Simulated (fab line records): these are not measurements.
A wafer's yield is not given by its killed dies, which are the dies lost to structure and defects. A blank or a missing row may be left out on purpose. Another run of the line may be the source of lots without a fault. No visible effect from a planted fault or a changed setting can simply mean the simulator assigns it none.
The tool behind it: which one? | flow gf180mcu | 12 lots, 36 wafers sampled, at 2 steps of a route of 602

WHAT THE GAUGES SHOWED, per wafer
GF_HV_LDD_TW_MEAS_23. Usual: HV_LDD_2_TW gives 1050 (standard deviation 6.4).
lot  | measured     | on            | HV_LDD_2_TW    | flag
L660 | day 10 19:54 | film-metro-04 | 1052 1053 1054 |
L662 | day 11 19:25 | film-metro-02 | 1051 1049 1047 |
L666 | day 12 18:12 | film-metro-02 | 1055 1056 1062 |
L670 | day 14 01:34 | film-metro-03 | 1050 1052 1050 |
L671 | day 14 08:51 | film-metro-04 | 1052 1054 1048 |
L672 | day 14 17:16 | film-metro-02 | 1046 1043 1052 |
L673 | day 14 21:27 | film-metro-02 | 1057 1052 1051 |
L674 | day 15 04:49 | film-metro-03 | 1050 1054 1057 |
L676 | day 15 21:36 | film-metro-03 | 1105 1110 1109 | OFF
L677 | day 16 02:32 | film-metro-03 | 1049 1048 1048 |
L678 | day 16 08:58 | film-metro-04 | 1110 1112 1118 | OFF
L679 | day 16 18:11 | film-metro-02 | 1113 1116 1120 | OFF

WHICH TOOL RAN EACH LOT (tool, then ch and the chambers of the sampled wafers, then the start)
lot  | GF_HV_LDD_IMPLANT_21
L660 | implanter-03 ch 0, day 10 19:41
L662 | implanter-03 ch 0, day 11 19:11
L666 | implanter-04 ch 0, day 12 17:59
L670 | implanter-01 ch 0, day 14 01:20
L671 | implanter-04 ch 0, day 14 08:36
L672 | implanter-04 ch 0, day 14 17:02
L673 | implanter-03 ch 0, day 14 21:12
L674 | implanter-04 ch 0, day 15 04:36
L676 | implanter-04 ch 0, day 15 21:20
L677 | implanter-03 ch 0, day 16 02:17
L678 | implanter-04 ch 0, day 16 08:43
L679 | implanter-04 ch 0, day 16 17:58
- GF_HV_LDD_IMPLANT_21

AS READ BY THE TOOLS THEMSELVES (means over the sampled wafers that have a number; for cases with no such wafer, the mark the record gives instead)
GF_HV_LDD_IMPLANT_21. Usual: beam-energy-keV reads 25.000 (standard deviation 0.0079).
lot  | tool         | beam-energy-keV | flag
L660 | implanter-03 | 25.004          |
L662 | implanter-03 | 25.006          |
L666 | implanter-04 | 24.996          |
L670 | implanter-01 | 25.007          |
L671 | implanter-04 | 24.995          |
L672 | implanter-04 | 24.999          |
L673 | implanter-03 | 25.001          |
L674 | implanter-04 | 24.993          |
L676 | implanter-04 | 30.663          | OFF
L677 | implanter-03 | 25.004          |
L678 | implanter-04 | 30.679          | OFF
L679 | implanter-04 | 30.660          | OFF

THE ANSWER, worked out from the rows above alone
Rule: lot off if the mean of its wafers having a number is beyond 3 standard deviations from the usual mean. Also off: a lot with no number at a reading for which 4 or more lots have one. All remaining lots with rows at the step are treated as sound. After the gauges, taken in route order, come the tools' own readings; for these a lot's mean is taken, as printed above. At the first step where some lot is off, the reading lying furthest off is the one used; lots without a number count as furthest.
Off: at GF_HV_LDD_TW_MEAS_23 (HV_LDD_2_TW), L676, L678, L679.
A tool fits if, at a process step before that reading, it ran every lot that is off, and no sound lot after the first of them. Not tried: the gauges at GF_HV_LDD_TW_MEAS_23; whatever is off there is also off at GF_HV_LDD_IMPLANT_21, on other tools, and gauge error can't account for it. One fits: GF_HV_LDD_IMPLANT_21 on implanter-04. Its last sound lot is L674 (day 15 04:36), its first lot that is off L676 (day 15 21:20): a fault that began between those two fits.
The tool's own readings at GF_HV_LDD_IMPLANT_21 bear it out: on the lots that are off they differ by more than 5 times the standard deviation of the sound lots' means. beam-energy-keV reads 30.667 there against 25.001 on the sound lots.

WHAT WAS PUT IN BY THE SIMULATOR
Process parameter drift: implanter-04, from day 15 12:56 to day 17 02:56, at GF_HV_LDD_IMPLANT_21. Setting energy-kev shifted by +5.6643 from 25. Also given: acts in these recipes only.
Struck lots among those shown: L676, L678, L679. The same result came from the rule above.
